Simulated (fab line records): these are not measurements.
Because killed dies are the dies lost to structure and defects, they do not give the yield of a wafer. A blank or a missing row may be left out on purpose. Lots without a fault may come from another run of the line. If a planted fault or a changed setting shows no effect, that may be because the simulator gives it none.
Which of the tools did it? || flow sky130 || 13 lots with 39 wafers sampled at 4 steps, on a route of 708 steps

== WHAT THE GAUGES READ, wafer by wafer ==
SKY_VIA4_OVL_MEAS_11. Usual: VIA4_OVL typically reads 0.7 nm, with standard deviation 1.6.
{"lot": "L357", "measured": "day 42 19:22", "on": "overlay-01", "VIA4_OVL (nm)": "-0.1 1.4 2.2", "flag": ""}
{"lot": "L358", "measured": "day 43 03:02", "on": "overlay-02", "VIA4_OVL (nm)": "1.5 1.3 0.1", "flag": ""}
{"lot": "L360", "measured": "day 43 17:50", "on": "overlay-01", "VIA4_OVL (nm)": "1.4 1.5 1.6", "flag": ""}
{"lot": "L361", "measured": "day 43 21:05", "on": "overlay-01", "VIA4_OVL (nm)": "-0.9 -2.0 -1.3", "flag": ""}
{"lot": "L363", "measured": "day 44 18:17", "on": "overlay-02", "VIA4_OVL (nm)": "2.0 0.4 2.6", "flag": ""}
{"lot": "L364", "measured": "day 44 20:04", "on": "overlay-01", "VIA4_OVL (nm)": "-0.2 0.5 -0.3", "flag": ""}
{"lot": "L365", "measured": "day 45 03:57", "on": "overlay-02", "VIA4_OVL (nm)": "1.2 1.0 0.8", "flag": ""}
{"lot": "L366", "measured": "day 45 13:01", "on": "overlay-02", "VIA4_OVL (nm)": "2.0 1.8 2.8", "flag": ""}
{"lot": "L367", "measured": "day 45 14:43", "on": "overlay-02", "VIA4_OVL (nm)": "2.0 3.6 4.5", "flag": ""}
{"lot": "L375", "measured": "day 48 09:11", "on": "overlay-01", "VIA4_OVL (nm)": "1.9 -2.8 -0.4", "flag": ""}
{"lot": "L376", "measured": "day 48 09:29", "on": "overlay-01", "VIA4_OVL (nm)": "-1.4 -1.0 0.3", "flag": ""}
{"lot": "L378", "measured": "day 48 10:09", "on": "overlay-02", "VIA4_OVL (nm)": "0.6 -1.2 0.7", "flag": ""}
{"lot": "L377", "measured": "day 48 12:17", "on": "overlay-01", "VIA4_OVL (nm)": "2.3 1.7 1.3", "flag": ""}

SKY_PASSIVATION_THK_MEAS_03. Usual: PASSIVATION_CVD_02_THK typically reads 545 nm, with standard deviation 7.3.
{"lot": "L357", "measured": "day 43 20:52", "on": "filmMetro-02", "PASSIVATION_CVD_02_THK (nm)": "542 535 540", "flag": ""}
{"lot": "L358", "measured": "day 44 03:16", "on": "filmMetro-03", "PASSIVATION_CVD_02_THK (nm)": "542 528 542", "flag": ""}
{"lot": "L360", "measured": "day 44 20:06", "on": "filmMetro-02", "PASSIVATION_CVD_02_THK (nm)": "535 530 546", "flag": ""}
{"lot": "L361", "measured": "day 44 22:35", "on": "filmMetro-03", "PASSIVATION_CVD_02_THK (nm)": "554 563 567", "flag": ""}
{"lot": "L363", "measured": "day 45 19:05", "on": "filmMetro-03", "PASSIVATION_CVD_02_THK (nm)": "539 541 538", "flag": ""}
{"lot": "L364", "measured": "day 45 20:32", "on": "filmMetro-03", "PASSIVATION_CVD_02_THK (nm)": "540 537 547", "flag": ""}
{"lot": "L365", "measured": "day 46 03:16", "on": "filmMetro-02", "PASSIVATION_CVD_02_THK (nm)": "546 541 543", "flag": ""}
{"lot": "L366", "measured": "day 46 12:28", "on": "filmMetro-01", "PASSIVATION_CVD_02_THK (nm)": "547 543 553", "flag": ""}
{"lot": "L367", "measured": "day 46 14:31", "on": "filmMetro-02", "PASSIVATION_CVD_02_THK (nm)": "535 544 546", "flag": ""}
{"lot": "L375", "measured": "day 49 05:47", "on": "filmMetro-03", "PASSIVATION_CVD_02_THK (nm)": "547 547 557", "flag": ""}
{"lot": "L376", "measured": "day 49 06:23", "on": "filmMetro-03", "PASSIVATION_CVD_02_THK (nm)": "539 538 544", "flag": ""}
{"lot": "L378", "measured": "day 49 07:04", "on": "filmMetro-01", "PASSIVATION_CVD_02_THK (nm)": "546 559 554", "flag": ""}
{"lot": "L377", "measured": "day 49 09:27", "on": "filmMetro-03", "PASSIVATION_CVD_02_THK (nm)": "547 545 552", "flag": ""}

SKY_PAD_OPEN_BOW_MEAS_13. Usual: PAD_OPEN_BOW typically reads 44 um, with standard deviation 7.8.
{"lot": "L357", "measured": "day 45 19:50", "on": "filmMetro-03", "PAD_OPEN_BOW (um)": "45 46 47", "flag": ""}
{"lot": "L358", "measured": "day 46 01:47", "on": "filmMetro-02", "PAD_OPEN_BOW (um)": "44 34 28", "flag": ""}
{"lot": "L360", "measured": "day 46 16:18", "on": "filmMetro-02", "PAD_OPEN_BOW (um)": "58 44 51", "flag": ""}
{"lot": "L361", "measured": "day 46 19:11", "on": "filmMetro-02", "PAD_OPEN_BOW (um)": "56 48 46", "flag": ""}
{"lot": "L363", "measured": "day 47 12:46", "on": "filmMetro-02", "PAD_OPEN_BOW (um)": "49 51 59", "flag": ""}
{"lot": "L364", "measured": "day 47 15:09", "on": "filmMetro-03", "PAD_OPEN_BOW (um)": "46 50 40", "flag": ""}
{"lot": "L365", "measured": "day 47 20:49", "on": "filmMetro-04", "PAD_OPEN_BOW (um)": "52 48 55", "flag": ""}
{"lot": "L366", "measured": "day 48 03:53", "on": "filmMetro-03", "PAD_OPEN_BOW (um)": "50 28 36", "flag": ""}
{"lot": "L367", "measured": "day 48 05:47", "on": "filmMetro-04", "PAD_OPEN_BOW (um)": "51 54 52", "flag": ""}
{"lot": "L375", "measured": "day 50 17:38", "on": "filmMetro-03", "PAD_OPEN_BOW (um)": "47 38 46", "flag": ""}
{"lot": "L376", "measured": "day 50 18:44", "on": "filmMetro-04", "PAD_OPEN_BOW (um)": "25 17 32", "flag": ""}
{"lot": "L378", "measured": "day 50 19:40", "on": "filmMetro-03", "PAD_OPEN_BOW (um)": "51 42 43", "flag": ""}
{"lot": "L377", "measured": "day 50 21:49", "on": "filmMetro-04", "PAD_OPEN_BOW (um)": "56 52 49", "flag": ""}

== WHAT TOOL EACH LOT RAN ON (gives the tool, then ch and the chambers of the sampled wafers, and finally the start) ==
{"lot": "L357", "SKY_LI_CONTACT_CLEAN_17": "wetBench-03 ch 0, day 29 03:04"}
{"lot": "L358", "SKY_LI_CONTACT_CLEAN_17": "wetBench-03 ch 1, day 29 19:07"}
{"lot": "L360", "SKY_LI_CONTACT_CLEAN_17": "wetBench-03 ch 3, day 30 05:43"}
{"lot": "L361", "SKY_LI_CONTACT_CLEAN_17": "wetBench-04 ch 2, day 30 09:36"}
{"lot": "L363", "SKY_LI_CONTACT_CLEAN_17": "wetBench-01 ch 2, day 31 10:10"}
{"lot": "L364", "SKY_LI_CONTACT_CLEAN_17": "wetBench-04 ch 1, day 31 11:57"}
{"lot": "L365", "SKY_LI_CONTACT_CLEAN_17": "wetBench-04 ch 2, day 32 06:54"}
{"lot": "L366", "SKY_LI_CONTACT_CLEAN_17": "wetBench-01 ch 0, day 32 09:49"}
{"lot": "L367", "SKY_LI_CONTACT_CLEAN_17": "wetBench-03 ch 3, day 32 14:09"}
{"lot": "L375", "SKY_LI_CONTACT_CLEAN_17": "wetBench-03 ch 2, day 36 03:09"}
{"lot": "L376", "SKY_LI_CONTACT_CLEAN_17": "wetBench-01 ch 0, day 36 03:30"}
{"lot": "L378", "SKY_LI_CONTACT_CLEAN_17": "wetBench-03 ch 1, day 36 04:49"}
{"lot": "L377", "SKY_LI_CONTACT_CLEAN_17": "wetBench-03 ch 0, day 36 07:23"}
- SKY_LI_CONTACT_CLEAN_17: cleans in NMP, time 600 s.

== AS READ BY THE TOOLS THEMSELVES (means over the sampled wafers that have a number; for cases with no such wafer, the mark the record gives instead) ==
The record holds no such reading with a usual standard deviation.

== THE ANSWER, worked out from the rows above alone ==
Rule: take the mean of a lot's wafers that have a number; if it is more than 3 standard deviations from the usual mean, the lot is off. Also off: a lot with no number at a reading for which 4 or more lots have one. Where the step has rows for the other lots, those lots are counted as sound. First the gauges in route order, then the tools' own readings, where a lot's mean is used as printed above. The first step at which some lot is off is used, and at that step the reading that is off furthest; a lot without a number counts as furthest.
Across all readings shown, no lot is off: no conclusion can be drawn from this.

== WHAT THE SIMULATOR HAD INSERTED ==
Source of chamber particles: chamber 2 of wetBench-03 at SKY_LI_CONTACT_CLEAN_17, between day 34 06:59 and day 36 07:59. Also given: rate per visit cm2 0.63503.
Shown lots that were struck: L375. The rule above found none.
